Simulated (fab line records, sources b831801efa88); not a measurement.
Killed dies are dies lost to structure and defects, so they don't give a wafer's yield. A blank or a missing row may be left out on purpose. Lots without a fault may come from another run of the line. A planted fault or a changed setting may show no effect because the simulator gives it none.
fab line records | flow sfq_line
record lots=7 wafers=21 last_day=92
route steps=325 shown M1@68 I1@73
lots that met no fault: from a run of the same line without faults
start_h: hours from the record's first day to the start of the lot's first wafer shown | wait_h: hours since the lot's step before | " the same as in the row above | L1.1+2: a row that stands for several wafers | - no value, or no start given | * or withheld: withheld | < > ~ a bound
route shown NAME@n: a module of which the file shows steps, and the number in the route of the first | usual: mean/standard deviation of fault-free wafers | same: alike in all rows | chamber/n: place in a boat | sites: the reading at each site | _std_site: their standard deviation | _edge_site: outer sites' mean less inner sites' | radius_mm: how far each site lies from the wafer's centre | mask NAME#n: copy n | behind: the tool/chamber that last shaped the wafer | hold: why the lot was held/for how many hours/how that ended | device: the transistor (n, p or np) that didn't switch | end of line: the same wafers' tests at the end of the route | a step without rows: its recipe alone | killed: dies lost to structure and defects at the first sort, not the wafer's yield | map: a wafer's dies, x killed, . not, _ none there
set.NAME: the setting as run; set.NAME@STEP: as run at that earlier step | model.NAME: the simulator's own value behind a step, which no gauge read
lots at some steps of the route; a table a step, a row a wafer
services: from which hour (start_h, from the record's first day; less than 0 if before it) a tool's chamber was out of use, for how many hours, and why
## steps
# step SFQ_M1_OVL_MEAS_911
# usual M1_OVL=0/6.1
# columns lot.wafer tool chamber start_h wait_h M1_OVL[nm]
L996.2 overlay-02 - 550.21 0.1 -5
L996.3 " - " " 5
L996.6 " - " " -3
L997.2 overlay-01 - 564.61 0.1 14
L997.3 " - " " 10
L997.4 " - " " 12
L100.3 overlay-01 - 581.42 0.1 1
L100.5 " - " " 4
L100.6 " - " " 1
L101.3 overlay-01 - 611.42 0.1 5
L101.4 " - " " -4
L101.6 " - " " 1
L102.2 overlay-02 - 615.01 0.1 3
L102.4 " - " " 3
L102.5 " - " " 3
L117.2 overlay-02 - 730.58 0.1 -10
L117.3 " - " " -5
L117.4 " - " " -7
L118.2 overlay-02 - 732.98 0.1 -10
L118.3 " - " " -4
L118.4 " - " " -9
# step SFQ_TRILAYER_M1_BARC_OPEN_METAL_ETCH_054
# recipe mask_material=PR chemistry=O2 target_depth_nm=125 target=BARC icp_w=600 bias_w=80 pressure_mtorr=10 time_s=41.7
# usual bias_w=80.06/0.23 drypump_motor_current_A=5.5/0.45 he_backside_leak_sccm=3.47/0.15 oes_product_au=0.688/0.0044
# columns lot.wafer tool chamber start_h wait_h bias_w drypump_motor_current_A he_backside_leak_sccm oes_product_au rf_hours_counter_h
L996.2 rie_metal-04 0 550.24 0.0 79.90 5.8 3.15 0.696 67
L996.3 " 0 " " 79.67 5.8 3.35 0.691 -
L996.6 " 1 " " 79.84 6.0 3.21 0.687 -
L997.2 rie_metal-02 0 564.66 0.0 80.17 5.1 3.34 0.687 -
L997.3 " 0 " " 79.90 5.1 3.37 0.686 -
L997.4 " 0 " " 80.28 5.1 3.46 0.694 -
L100.3 rie_metal-03 0 581.47 0.0 80.33 6.0 3.73 0.691 -
L100.5 " 0 " " 80.54 6.0 3.82 0.686 -
L100.6 " 1 " " 79.65 6.4 3.39 0.688 -
L101.3 rie_metal-04 1 611.48 0.1 80.18 6.0 3.48 0.690 -
L101.4 " 1 " " 80.14 6.0 3.07 0.690 -
L101.6 " 1 " " 79.87 6.0 3.43 0.690 -
L102.2 rie_metal-04 1 615.06 0.0 80.14 6.0 3.56 0.693 -
L102.4 " 1 " " 80.17 6.0 3.46 0.691 -
L102.5 " 1 " " 80.42 6.0 3.64 0.695 -
L117.2 rie_metal-02 0 730.61 0.0 80.01 5.1 3.36 0.687 47
L117.3 " 1 " " 80.06 5.4 3.52 0.679 -
L117.4 " 0 " " 79.90 5.1 3.33 0.690 -
L118.2 rie_metal-02 1 733.01 0.0 80.42 5.4 3.32 0.692 23
L118.3 " 0 " " 79.88 5.1 3.47 0.680 -
L118.4 " 1 " " 80.21 5.4 3.35 0.692 -
# step SFQ_TRILAYER_M1_ETCH_METAL_ETCH_042
# recipe target=Nb stop_on=SiO2 mask_material=PR chemistry=Cl2/Ar target_depth_nm=240 icp_w=600 bias_w=80 pressure_mtorr=10 time_s=120
# usual bias_w=80.00/0.22 drypump_motor_current_A=5.5/0.45 he_backside_leak_sccm=3.47/0.15 oes_product_au=0.892/0.0078
# columns lot.wafer tool chamber start_h wait_h bias_w drypump_motor_current_A he_backside_leak_sccm oes_product_au rf_hours_counter_h
L996.2 rie_metal-04 0 550.30 0.0 80.12 5.8 3.31 0.888 67
L996.3 " 0 " " 80.05 5.8 3.53 0.884 -
L996.6 " 1 " " 79.99 6.0 3.56 0.892 -
L997.2 rie_metal-02 0 564.80 0.1 79.91 5.1 3.37 0.893 -
L997.3 " 0 " " 80.00 5.1 3.40 0.893 -
L997.4 " 0 " " 79.94 5.0 3.39 0.894 -
L100.3 rie_metal-03 0 581.58 0.1 79.96 6.0 3.81 0.908 -
L100.5 " 0 " " 80.53 6.0 3.76 0.892 -
L100.6 " 1 " " 79.96 6.4 3.42 0.894 -
L101.3 rie_metal-04 1 611.65 0.1 79.55 6.0 3.68 0.907 -
L101.4 " 1 " " 79.82 6.0 3.65 0.895 -
L101.6 " 1 " " 79.75 6.0 3.84 0.895 -
L102.2 rie_metal-04 1 615.20 0.1 79.99 6.0 3.67 0.890 -
L102.4 " 1 " " 79.89 6.0 3.62 0.885 -
L102.5 " 1 " " 79.82 6.0 3.70 0.876 -
L117.2 rie_metal-02 0 730.67 0.0 80.18 5.1 3.41 0.890 47
L117.3 " 1 " " 80.07 5.4 3.43 0.879 -
L117.4 " 0 " " 79.69 5.1 3.27 0.882 -
L118.2 rie_metal-02 1 733.07 0.0 79.80 5.4 3.45 0.894 23
L118.3 " 0 " " 80.52 5.1 3.34 0.885 -
L118.4 " 1 " " 79.86 5.4 3.48 0.889 -
# step SFQ_TRILAYER_M1_STRIP_STRIP_043
# recipe gas=O2 power_w=200 platen_temp_c=40 overash_fraction=0.65 chemistry=O2 pressure_mtorr=50
# usual drypump_motor_current_A=5.5/0.45 he_backside_leak_sccm=3.49/0.29 oes_product_au=0.996/0.01
# columns lot.wafer tool chamber start_h wait_h drypump_motor_current_A he_backside_leak_sccm oes_product_au rf_hours_counter_h
L996.2 rie_metal-04 0 550.43 0.1 5.8 3.25 1.017 67
L996.3 " 0 " " 5.8 3.27 1.008 -
L996.6 " 1 " " 6.0 3.75 1.001 -
L997.2 rie_metal-02 0 565.21 0.4 5.0 3.33 0.994 -
L997.3 " 0 " " 5.0 3.33 1.000 -
L997.4 " 0 " " 5.1 3.32 0.991 -
L100.3 rie_metal-03 0 581.96 0.3 6.0 3.74 1.013 -
L100.5 " 0 " " 6.0 3.81 1.011 -
L100.6 " 1 " " 6.4 3.71 1.011 -
L101.3 rie_metal-04 1 612.21 0.5 6.0 3.56 0.997 -
L101.4 " 1 " " 6.0 3.58 0.988 -
L101.6 " 1 " " 6.0 2.94 1.003 -
L102.2 rie_metal-04 1 615.61 0.4 6.0 3.43 1.001 -
L102.4 " 1 " " 6.0 3.54 0.997 -
L102.5 " 1 " " 6.0 3.55 1.001 -
L117.2 rie_metal-02 0 730.79 0.1 5.0 3.32 1.004 47
L117.3 " 1 " " 5.4 3.49 0.995 -
L117.4 " 0 " " 5.1 3.37 0.996 -
L118.2 rie_metal-02 1 733.19 0.1 5.4 3.42 0.992 23
L118.3 " 0 " " 5.1 3.53 1.003 -
L118.4 " 1 " " 5.4 3.38 0.988 -
# step SFQ_TRILAYER_M1_STRIP_SOLV_CLEAN_044
# recipe chemistry=NMP temp_c=70 time_s=600
# step SFQ_TRILAYER_I1_DEP_PECVD_045
# recipe material=SiO2 temp_c=150 time_s=111.11 pressure_torr=2.4 rf_w=183.3 precursor=SiH4/N2O target_thk_nm=500
# usual heater_power_w=85/8.7 throttle_valve_pct=24.1/1.1
# columns lot.wafer tool chamber start_h wait_h heater_power_w throttle_valve_pct
L996.2 pecvd-01 0 551.20 0.0 77 24.5
L996.3 " 1 " " 76 23.6
L996.6 " 0 " " 82 24.6
L997.2 pecvd-01 0 566.39 0.0 81 24.4
L997.3 " 1 " " 80 23.9
L997.4 " 0 " " 85 24.4
L100.3 pecvd-01 0 582.67 0.0 85 24.5
L100.5 " 0 " " 71 24.7
L100.6 " 1 " " 77 24.1
L101.3 pecvd-03 2 613.20 0.0 96 24.6
L101.4 " 0 " " 80 22.3
L101.6 " 2 " " 84 24.9
L102.2 pecvd-02 0 616.96 0.0 86 25.9
L102.4 " 1 " " 99 23.2
L102.5 " 1 " " 102 23.2
L117.2 pecvd-02 1 731.57 0.0 102 23.2
L117.3 " 2 " " 74 23.9
L117.4 " 1 " " 83 23.2
L118.2 pecvd-02 0 733.97 0.0 85 25.5
L118.3 " 2 " " 83 23.6
L118.4 " 0 " " 89 26.0
# step SFQ_TRILAYER_I1_CMP_CMP_046
# recipe material=SiO2 down_force_psi=3 platen_rpm=60 pad_velocity_m_s=0.94248
# step SFQ_I1_BOW_MEAS_912
# recipe mode=bow
# usual I1_BOW=1/7.4
# columns lot.wafer tool chamber start_h wait_h I1_BOW[um]
L996.2 film_metro-01 - 554.30 1.5 -10
L996.3 " - " " -8
L996.6 " - " " 6
L997.2 film_metro-01 - 569.49 1.5 -3
L997.3 " - " " 3
L997.4 " - " " 0
L100.3 film_metro-04 - 585.78 1.5 1
L100.5 " - " " -1
L100.6 " - " " -5
L101.3 film_metro-01 - 616.32 1.5 7
L101.4 " - " " 0
L101.6 " - " " 6
L102.2 film_metro-02 - 620.10 2.0 -12
L102.4 " - " " 8
L102.5 " - " " -2
L117.2 film_metro-02 - 749.27 2.5 -1
L117.3 " - " " 6
L117.4 " - " " -11
L118.2 film_metro-01 - 756.16 1.0 2
L118.3 " - " " 7
L118.4 " - " " -1
# step SFQ_TRILAYER_I1_METRO_MEASURE_047
# usual thk_nm=199.6/1.3
# columns lot.wafer tool chamber start_h wait_h thk_nm
L996.2 film_metro-01 - 554.60 0.3 200.0
L996.3 " - " " 199.8
L996.6 " - " " 200.7
L997.2 film_metro-01 - 569.79 0.3 201.1
L997.3 " - " " 199.5
L997.4 " - " " 202.1
L100.3 film_metro-04 - 586.26 0.5 200.0
L100.5 " - " " 200.2
L100.6 " - " " 198.3
L101.3 film_metro-01 - 616.80 0.5 201.6
L101.4 " - " " 199.4
L101.6 " - " " 199.7
L102.2 film_metro-02 - 620.40 0.3 200.6
L102.4 " - " " 202.0
L102.5 " - " " 202.1
L117.2 film_metro-02 - 749.57 0.3 195.8
L117.3 " - " " 198.1
L117.4 " - " " 200.2
L118.2 film_metro-01 - 756.46 0.3 199.4
L118.3 " - " " 199.6
L118.4 " - " " 201.7
# step SFQ_TRILAYER_I1_VIA_LITHO_COAT_054
# recipe resist=BARC spin_rpm=3000 resist_thk_nm=62
# step SFQ_TRILAYER_I1_VIA_LITHO_COAT_049
# recipe resist=KrF spin_rpm=3000 resist_thk_nm=650
# step SFQ_TRILAYER_I1_VIA_LITHO_SOFTBAKE_053
# recipe temp_c=withheld time_s=withheld resist=KrF
# step SFQ_TRILAYER_I1_VIA_LITHO_EXPOSE_050
# recipe mask_id=I1 na=0.6 source_shape=conventional sigma_outer=0.65 target_cd_nm=500 dose_mj=21.71
# columns lot.wafer tool chamber start_h wait_h mask model.I1.overlay_x_nm
L996.2+3+6 krf_scanner-01 0 711.27 - I1#0 1.707
L997.2+3+4 krf_scanner-01 0 730.47 - I1#0 1.091
L100.3+5+6 krf_scanner-01 0 751.17 - I1#0 13.85
L101.3+4+6 krf_scanner-01 0 769.17 - I1#0 6.374
L102.2+4+5 krf_scanner-01 0 770.17 - I1#0 8.125
L117.2+3+4 krf_scanner-02 0 876.05 - I1#0 3.107
L118.2+3+4 krf_scanner-02 0 882.05 - I1#0 0.2127
# step SFQ_TRILAYER_I1_VIA_LITHO_PEB_052
# recipe peb_temp_c=115 peb_time_s=60 resist=KrF
## services
# columns tool chamber start_h hours kind
krf_scanner-01 - 534.18 1.0 pm
krf_scanner-01 - 535.15 6.4 repair
film_metro-01 - 555.60 0.3 pm
krf_scanner-01 - 559.42 1.3 pm
film_metro-01 - 565.34 0.5 pm
rie_metal-04 0 607.05 10.8 repair
film_metro-01 - 607.26 0.3 pm
pecvd-02 2 613.01 8.9 repair
pecvd-01 - 621.74 1.1 repair
krf_scanner-01 - 641.10 5.9 repair
krf_scanner-01 - 646.05 30.1 repair
rie_metal-04 1 662.62 27.0 repair
krf_scanner-01 - 678.60 0.8 pm
film_metro-01 - 701.65 1.5 pm
krf_scanner-01 - 703.35 1.0 pm
krf_scanner-01 - 735.07 1.3 pm
krf_scanner-01 - 736.37 6.0 pm
film_metro-01 - 742.46 11.6 pm
film_metro-01 - 754.09 0.3 pm
film_metro-01 - 799.79 1.6 pm
film_metro-01 - 810.34 1.2 pm
krf_scanner-01 - 846.77 0.8 pm
rie_metal-04 1 858.16 13.8 repair
krf_scanner-01 - 872.12 1.0 pm
## key
first_sign none at tools or gauges
model_effect step=SFQ_TRILAYER_I1_VIA_LITHO_EXPOSE_050 value=I1.overlay_x_nm without=2.586 struck=9.448
met_at SFQ_TRILAYER_I1_VIA_LITHO_EXPOSE_050
struck_wafers L100.3,L100.5,L100.6,L101.3,L101.4,L101.6,L102.2,L102.4,L102.5
onset_between 730.47 751.17
fault kind=scanner_matching_overlay tool=krf_scanner-01 chamber=- onset_h=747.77 steps=SFQ_TRILAYER_I1_VIA_LITHO_EXPOSE_050 offset=6.8617
